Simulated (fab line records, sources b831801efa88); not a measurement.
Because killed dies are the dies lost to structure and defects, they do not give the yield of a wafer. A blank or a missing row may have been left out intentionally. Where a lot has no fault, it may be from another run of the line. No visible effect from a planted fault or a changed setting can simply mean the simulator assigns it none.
Which tool did it? :: flow sky130 :: Sampling: 12 lots, 36 wafers, 2 of 708 route steps

## WHAT THE GAUGES SHOWED, per wafer
SKY_CONTACT_BOW_MEAS_05. Usual: for CONTACT_BOW the level is 83 um and the standard deviation is 6.8.
lot: L456
measured: day 30 17:41
on: filmMetro-03
CONTACT_BOW (um): 88 85 87
flag: 

lot: L458
measured: day 31 03:42
on: filmMetro-02
CONTACT_BOW (um): 76 83 78
flag: 

lot: L460
measured: day 31 22:53
on: filmMetro-02
CONTACT_BOW (um): 90 92 91
flag: 

lot: L466
measured: day 34 04:52
on: filmMetro-03
CONTACT_BOW (um): 86 81 72
flag: 

lot: L468
measured: day 34 15:37
on: filmMetro-02
CONTACT_BOW (um): 93 85 93
flag: 

lot: L470
measured: day 35 06:14
on: filmMetro-01
CONTACT_BOW (um): 76 86 85
flag: 

lot: L471
measured: day 35 12:13
on: filmMetro-02
CONTACT_BOW (um): 83 82 75
flag: 

lot: L473
measured: day 36 02:29
on: filmMetro-03
CONTACT_BOW (um): 76 84 83
flag: 

lot: L474
measured: day 36 14:31
on: filmMetro-02
CONTACT_BOW (um): 91 82 86
flag: 

lot: L475
measured: day 36 18:46
on: filmMetro-01
CONTACT_BOW (um): 85 84 85
flag: 

lot: L478
measured: day 37 12:38
on: filmMetro-03
CONTACT_BOW (um): 86 80 86
flag: 

lot: L479
measured: day 37 22:05
on: filmMetro-01
CONTACT_BOW (um): 80 82 73
flag: 

## WHICH TOOL RAN EACH LOT (tool, then ch and the chambers of the sampled wafers, then the start)
lot: L456
SKY_LOCAL_INTERCONNECT_ETCH_13: rieMetal-01 ch 0,1, day 30 16:23

lot: L458
SKY_LOCAL_INTERCONNECT_ETCH_13: rieMetal-01 ch 0,1, day 31 01:51

lot: L460
SKY_LOCAL_INTERCONNECT_ETCH_13: rieMetal-03 ch 0,1, day 31 21:32

lot: L466
SKY_LOCAL_INTERCONNECT_ETCH_13: rieMetal-01 ch 0,1, day 34 03:37

lot: L468
SKY_LOCAL_INTERCONNECT_ETCH_13: rieMetal-01 ch 1, day 34 14:16

lot: L470
SKY_LOCAL_INTERCONNECT_ETCH_13: rieMetal-02 ch 1, day 35 04:48

lot: L471
SKY_LOCAL_INTERCONNECT_ETCH_13: rieMetal-02 ch 1, day 35 10:52

lot: L473
SKY_LOCAL_INTERCONNECT_ETCH_13: rieMetal-02 ch 0,1, day 36 01:13

lot: L474
SKY_LOCAL_INTERCONNECT_ETCH_13: rieMetal-03 ch 0,1, day 36 13:07

lot: L475
SKY_LOCAL_INTERCONNECT_ETCH_13: rieMetal-03 ch 0, day 36 17:18

lot: L478
SKY_LOCAL_INTERCONNECT_ETCH_13: rieMetal-02 ch 0,1, day 37 11:16

lot: L479
SKY_LOCAL_INTERCONNECT_ETCH_13: rieMetal-01 ch 1, day 37 20:47
- SKY_LOCAL_INTERCONNECT_ETCH_13: etches BARC in N2/H2, stops on SiO2, time 45.9 s, target depth 60 nm.

## WHAT THE TOOLS THEMSELVES READ (means of the sampled wafers that have a number; where no wafer has one, the mark that the record gives instead)
SKY_LOCAL_INTERCONNECT_ETCH_13. Usual: biasW 100.02 W, standard deviation 0.3; drypumpMotorCurrentA 5.72 A, standard deviation 0.26; h2FlowSccm 200.2 sccm, standard deviation 0.59; oesProductAu 0.854 a.u., standard deviation 0.0049; throttleValvePct 13.225 %, standard deviation 0.0093.
lot: L456
tool: rieMetal-01
biasW (W): 99.77
drypumpMotorCurrentA (A): 5.60
h2FlowSccm (sccm): 200.1
oesProductAu (a.u.): 0.854
throttleValvePct (%): 13.218
flag: 

lot: L458
tool: rieMetal-01
biasW (W): 99.85
drypumpMotorCurrentA (A): 5.78
h2FlowSccm (sccm): 199.9
oesProductAu (a.u.): 0.852
throttleValvePct (%): 13.230
flag: 

lot: L460
tool: rieMetal-03
biasW (W): 100.02
drypumpMotorCurrentA (A): 5.52
h2FlowSccm (sccm): 199.9
oesProductAu (a.u.): 0.850
throttleValvePct (%): 13.221
flag: 

lot: L466
tool: rieMetal-01
biasW (W): 107.66
drypumpMotorCurrentA (A): 5.76
h2FlowSccm (sccm): 200.8
oesProductAu (a.u.): 0.848
throttleValvePct (%): 13.225
flag: OFF

lot: L468
tool: rieMetal-01
biasW (W): 108.15
drypumpMotorCurrentA (A): 5.42
h2FlowSccm (sccm): 199.3
oesProductAu (a.u.): 0.859
throttleValvePct (%): 13.226
flag: OFF

lot: L470
tool: rieMetal-02
biasW (W): 99.71
drypumpMotorCurrentA (A): 5.99
h2FlowSccm (sccm): 201.3
oesProductAu (a.u.): 0.856
throttleValvePct (%): 13.232
flag: 

lot: L471
tool: rieMetal-02
biasW (W): 100.05
drypumpMotorCurrentA (A): 5.97
h2FlowSccm (sccm): 200.6
oesProductAu (a.u.): 0.852
throttleValvePct (%): 13.226
flag: 

lot: L473
tool: rieMetal-02
biasW (W): 100.11
drypumpMotorCurrentA (A): 5.74
h2FlowSccm (sccm): 199.7
oesProductAu (a.u.): 0.854
throttleValvePct (%): 13.220
flag: 

lot: L474
tool: rieMetal-03
biasW (W): 100.15
drypumpMotorCurrentA (A): 5.51
h2FlowSccm (sccm): 199.9
oesProductAu (a.u.): 0.855
throttleValvePct (%): 13.226
flag: 

lot: L475
tool: rieMetal-03
biasW (W): 99.53
drypumpMotorCurrentA (A): 5.36
h2FlowSccm (sccm): 200.1
oesProductAu (a.u.): 0.858
throttleValvePct (%): 13.219
flag: 

lot: L478
tool: rieMetal-02
biasW (W): 99.89
drypumpMotorCurrentA (A): 5.74
h2FlowSccm (sccm): 200.0
oesProductAu (a.u.): 0.851
throttleValvePct (%): 13.220
flag: 

lot: L479
tool: rieMetal-01
biasW (W): 100.23
drypumpMotorCurrentA (A): 5.42
h2FlowSccm (sccm): 200.1
oesProductAu (a.u.): 0.855
throttleValvePct (%): 13.229
flag: 

## THE ANSWER, worked out from the rows above alone
Rule: take the mean of a lot's wafers that have a number; if it is more than 3 standard deviations from the usual mean, the lot is off. Also off: a lot with no number at a reading for which 4 or more lots have one. Where the step has rows for the other lots, those lots are counted as sound. The gauges are gone through in route order, then the tools' own readings, and for those a lot's mean is taken as printed above. The first step at which some lot is off is used, and at that step the reading that is off furthest; a lot without a number counts as furthest.
Off: L466, L468 (SKY_LOCAL_INTERCONNECT_ETCH_13, biasW).
If a tool, at that step or one of the process steps before it, ran each lot that is off and ran no sound lot following the first of them, it fits. Of those tried, none fits.

## WHAT THE SIMULATOR HAD INSERTED
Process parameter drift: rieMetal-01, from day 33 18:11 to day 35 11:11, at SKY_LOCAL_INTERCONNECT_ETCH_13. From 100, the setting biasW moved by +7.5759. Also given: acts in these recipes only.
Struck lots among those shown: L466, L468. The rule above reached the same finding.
